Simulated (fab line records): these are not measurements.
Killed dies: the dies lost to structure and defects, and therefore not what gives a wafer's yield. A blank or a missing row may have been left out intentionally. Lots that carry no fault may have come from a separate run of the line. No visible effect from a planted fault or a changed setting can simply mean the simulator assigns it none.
A lot that was struck, set against a sound lot | flow sky130 | 17 out of 708 route steps
Sound: the wafers L283.1, L283.5, L283.6. Wafers L295.2, L295.3, L295.6 were the ones struck. The cause is named last.
At each step with rows: each side's tool, then ch and its chambers, then its first start. Under that, the readings that differ: sound wafers | struck wafers | difference of the means | sigmas: that difference in standard deviations of wafers without a fault.
alike: same words and numbers on both sides, and readings whose means sit less than 2 such deviations apart. not compared: any withheld reading, any reading some wafer has no value for, any bound like >300 that may hide the same value, and any number with overlapping values for which the record gives no deviation.
The two part at a step that has a row with sigmas, a row that says differs or no value, or rows on one side only. Numbers that have no deviation but don't overlap get no sigmas and don't part them. A reading that every wafer of one side lacks parts them only if that side has two wafers or more.

first, 5 steps without rows for these wafers: SKY_SD_N_COAT_02 (resist thk 1140 nm); SKY_SD_N_SOFTBAKE_03 (time 60 s); SKY_SD_N_EXPOSE_04 (exposes mask NSDM, target cd 380 nm); SKY_SD_N_PEB_05; SKY_SD_N_DEVELOP_06 (develop time 60 s).
SKY_SD_N_CD_MEAS_07: the cd target is 380 nm.
  sound: cdSem-01 at day 28 22:40; struck: cdSem-01 at day 32 13:03
  alike: cdNm
SKY_SD_N_OVL_MEAS_08:
  sound: overlay-01 at day 28 22:47; struck: overlay-01 at day 32 13:09
  alike: SD_N_OVL
then, 2 steps without rows for these wafers: SKY_SD_N_IMPLANT_09; SKY_SD_N_IMPLANT_10.
SKY_SD_N_STRIP_11: strips in O2/N2.
  sound on plasmaAsher-04 ch 0,1, day 28 23:07; struck on plasmaAsher-04 ch 0,1, day 32 13:29
reading                  | sound             | struck            | difference | sigmas
stripTimeToEndpointS (s) | 22.51 22.53 22.54 | 22.63 22.62 22.60 | +0.09      | +2
  alike: drypumpMotorCurrentA, oesProductAu
  not compared: rfHoursCounterH
SKY_SD_N_TW_MEAS_12:
  sound: filmMetro-01 at day 28 23:13; struck: filmMetro-04 at day 32 13:35
  alike: SD_N_TW
then, 1 step without rows for these wafers: SKY_SD_N_CLEAN_13 (cleans in SC1/SC2, time 150 s).
SKY_SD_N_RTA_14: time 2 s.
  sound on rtpAnneal-02 ch 0, day 28 23:23; struck on rtpAnneal-02 ch 0, day 32 13:42
reading          | sound                | struck               | difference | sigmas
lampPowerPct (%) | 15.81 15.69 15.72    | 16.51 16.51 16.57    | +0.79      | +17
wafer_temp_C_max | 1078.6 1078.7 1078.9 | 1107.8 1108.8 1108.7 | +29.7      | +23
  alike: rampUpCPerS
SKY_SD_N_RS_MEAS_16: a four-point-probe measurement.
  sound: filmMetro-04 at day 28 23:33; struck: filmMetro-04 at day 32 13:53
reading          | sound             | struck            | difference | sigmas
SD_N_RS (ohm/sq) | 68.57 68.55 68.51 | 63.32 63.29 63.27 | -5.25      | -48
SKY_SD_N_RS_MEAS_17: a four-point-probe measurement.
  sound: filmMetro-04 at day 28 23:40; struck: filmMetro-04 at day 32 14:00
reading          | sound             | struck            | difference | sigmas
SD_P_RS (ohm/sq) | 147.3 146.7 146.8 | 122.0 121.9 122.0 | -25.0      | -71
SKY_SD_N_RS_MEAS_18: a four-point-probe measurement.
  sound: filmMetro-04 at day 28 23:47; struck: filmMetro-04 at day 32 14:07
  alike: RES_XHIGH_RS
-- the record jumps here: 16 days lie between the struck wafers' starts before and after (it left off in module SD_N and takes up again in module PAD_OPEN, whose first step shown is number 708 of the route) --
SKY_PAD_OPEN_PROBE_99:
  sound: prober-01 at day 46 12:53; struck: prober-01 at day 49 01:31
reading                          | sound             | struck            | difference | sigmas
model.etest.resXhighPo.lineOhmUm | 5694 5722 5654    | 4681 4497 4695    | -1066      | 
model.etest.resXhighPo.rsOhmSq   | 1981 1989 1962    | 1617 1590 1658    | -356       | 
model.etest.pfet_01v8.rOnOhmUm   | 2992 2993 2981    | 2593 2562 2663    | -383       | 
model.etest.resPdiff.lineOhmUm   | 1339 1361 1382    | 1155 1151 1161    | -205       | 
model.etest.resHighPo.lineOhmUm  | 742.6 735.2 739.1 | 630.5 634.4 643.6 | -102.8     | 
model.etest.liconHighPo.rcOhm    | 347.6 342.9 344.8 | 266.1 250.8 270.7 | -82.6      | 
model.etest.resNdiff.lineOhmUm   | 748.9 765.2 766.7 | 688.8 686 706.2   | -66.6      | 
  alike: killed_at_M0_to_M3, killed_at_M4_up, killedAtContacts, killedAtFrontEnd, killedAtOther, killedDies, killedOnRim, killedOpen, killedShort
  not compared: model.etest.pfetG5v0d10v5.rOnOhmUm

WHERE THEY PART
First at SKY_SD_N_STRIP_11; last, within this record, at SKY_SD_N_RS_MEAS_17. Later steps at which nothing parts them and some readings are alike: SKY_SD_N_RS_MEAS_18, SKY_PAD_OPEN_PROBE_99.

WHY: what had been put in by the simulator
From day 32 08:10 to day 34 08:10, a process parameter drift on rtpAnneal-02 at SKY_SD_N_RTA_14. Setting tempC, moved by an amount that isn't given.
